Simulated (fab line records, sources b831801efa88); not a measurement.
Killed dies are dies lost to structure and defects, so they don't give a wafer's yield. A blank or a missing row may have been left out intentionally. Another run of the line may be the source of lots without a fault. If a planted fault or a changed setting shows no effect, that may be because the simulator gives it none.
One fault seen from 2 desks / flow sky130 / each desk holds nothing but its own numbers, with what lay behind them at the end

AT THE METROLOGY DESK
What the gauges read, lot by lot, whatever tool the lot ran on: means of the sampled wafers that have a number. A lot is out of limits, marked OUT, if its mean lies more than 4 standard deviations from the usual mean; the brackets give that distance.
Columns: A = POLY_GATE_OVL at SKY_POLY_GATE_OVL_MEAS_14, usual 2 nm; B = RES_XHIGH_TW at SKY_RES_XHIGH_TW_MEAS_09, usual 1639; C = RES_XHIGH_RS at SKY_SD_N_RS_MEAS_18, usual 332.8 ohm/sq
lot=L998; first seen here=day 16 10:49; A=1; B=1647; C=333.1
lot=L999; first seen here=day 16 21:49; A=7; B=1637; C=333.8
lot=L104; first seen here=day 18 20:12; A=-1; B=1651; C=331.9
lot=L108; first seen here=day 20 10:45; A=-4; B=789 (-77) OUT; C=2006.4 (+99 or more) OUT
lot=L109; first seen here=day 20 18:09; A=4; B=811 (-75) OUT; C=1929.3 (+99 or more) OUT
lot=L110; first seen here=day 21 02:00; A=5; B=1654; C=333.0
lot=L114; first seen here=day 22 10:13; A=3; B=1650; C=332.4
lot=L117; first seen here=day 23 12:08; A=4; B=1643; C=333.8
lot=L118; first seen here=day 23 17:58; A=-0; B=1632; C=334.5
lot=L121; first seen here=day 24 15:27; A=-4; B=1641; C=332.3
lot=L120; first seen here=day 24 15:28; A=-8; B=1629; C=331.9
This desk's finding: out of limits on L108, L109; first on L108, day 30 13:20 (RES_XHIGH_TW at SKY_RES_XHIGH_TW_MEAS_09). In limits: L998, L999, L104, L110, L114, L117, L118, L121, L120.

FOR THE TOOL OWNER'S DESK: implanter-03
For each lot that ran on this tool, the mean over its sampled wafers that have a number, from the tool's own readings at SKY_RES_XHIGH_IMPLANT_07. A lot is out of limits, marked OUT, if its mean lies more than 4 standard deviations from the usual mean; the brackets give that distance.
Columns: A = beamOnS at SKY_RES_XHIGH_IMPLANT_07, usual 38.0 s; B = doseIonsCm2 at SKY_RES_XHIGH_IMPLANT_07, usual 3.6e+14; C = faradayCurrentUA at SKY_RES_XHIGH_IMPLANT_07, usual 537
lot=L998; first seen here=day 26 17:47; A=37.1; B=3.6e+14; C=549
lot=L999; first seen here=day 27 04:11; A=35.0; B=3.6e+14; C=578
lot=L104; first seen here=day 29 01:01; A=36.3; B=3.6e+14; C=559
lot=L108; first seen here=day 30 13:05; A=9.8 (-9.7) OUT; B=3.6e+13 (-99 or more) OUT; C=206 (-8.5) OUT
lot=L109; first seen here=day 30 19:17; A=9.9 (-9.7) OUT; B=3.6e+13 (-99 or more) OUT; C=206 (-8.5) OUT
lot=L121; first seen here=day 34 08:02; A=36.6; B=3.6e+14; C=555
This desk finds L108, L109 out of limits, L108 being first, at day 30 13:05 (beamOnS at SKY_RES_XHIGH_IMPLANT_07). In limits: L998, L999, L104, L121.

ALL TOGETHER
On L108, L109, at day 30 13:05, an alarm was possible from the tool owner's desk.
An alarm was possible from the metrology desk at day 30 13:20, on L108, L109.
SKY_RES_XHIGH_IMPLANT_07 was run on implanter-03 by each of the lots named.

WHAT HAD BEEN PUT IN BY THE SIMULATOR
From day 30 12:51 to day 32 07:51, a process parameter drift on implanter-03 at SKY_RES_XHIGH_IMPLANT_07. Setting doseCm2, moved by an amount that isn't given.
Shown lots that were struck: L108, L109.
Fault start to first reading out of limits, in hours, per desk: tool owner, 0; metrology, 0.
